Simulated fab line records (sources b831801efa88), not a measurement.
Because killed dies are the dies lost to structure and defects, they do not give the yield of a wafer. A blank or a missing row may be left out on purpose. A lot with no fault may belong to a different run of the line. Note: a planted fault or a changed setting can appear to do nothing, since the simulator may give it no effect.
Matching of chambers / flow sky130 / SKY_CONTACT_CVD_00 on pecvd-01 has 3 sister chambers
The step deposits Si3N4, target thk 75 nm. 3 wafers are shown with their chamber, then 10 later ones without.

## WAFERS, EACH WITH ITS CHAMBER
wafer=L082.1; chamber=0; heater power w (W)=852
wafer=L086.4; chamber=1; heater power w (W)=920
wafer=L087.4; chamber=2; heater power w (W)=991

## WAFERS WITHOUT THEIR CHAMBER
wafer=L087.5; heater power w (W)=993
wafer=L090.1; heater power w (W)=1002
wafer=L090.4; heater power w (W)=805
wafer=L090.6; heater power w (W)=1005
wafer=L094.1; heater power w (W)=945
wafer=L094.4; heater power w (W)=965
wafer=L094.6; heater power w (W)=907
wafer=L097.2; heater power w (W)=839
wafer=L097.4; heater power w (W)=963
wafer=L097.6; heater power w (W)=837

## WHICH CHAMBER EACH ONE RAN IN
wafer=L087.5; from the rows above=2; in truth=2
wafer=L090.1; from the rows above=2; in truth=2
wafer=L090.4; from the rows above=0; in truth=0
wafer=L090.6; from the rows above=2; in truth=2
wafer=L094.1; from the rows above=can't be placed: 1 or 2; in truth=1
wafer=L094.4; from the rows above=can't be placed: 2 or 1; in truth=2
wafer=L094.6; from the rows above=can't be placed: 1 or 0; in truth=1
wafer=L097.2; from the rows above=0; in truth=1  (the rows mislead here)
wafer=L097.4; from the rows above=can't be placed: 2 or 1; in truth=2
wafer=L097.6; from the rows above=0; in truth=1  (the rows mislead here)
Correctly placed: 4 of 10. From these rows, 4 cannot be placed; in 4 the true chamber is one of the candidates. 2 placed wrongly.
How it was worked out, from the rows above alone: a wafer's distance from a chamber is the root of the sum, over the readings, of the square of ((its reading less the chamber's mean) divided by the reading's scatter). The wafer belongs to the nearest chamber; if the next one is less than 2 further off, it can't be placed. The mean given for a chamber averages the wafers shown for that chamber. The scatter (one wafer shown for each chamber): square how far every hidden wafer sits from the nearest shown wafer, average those squares and take the square root.
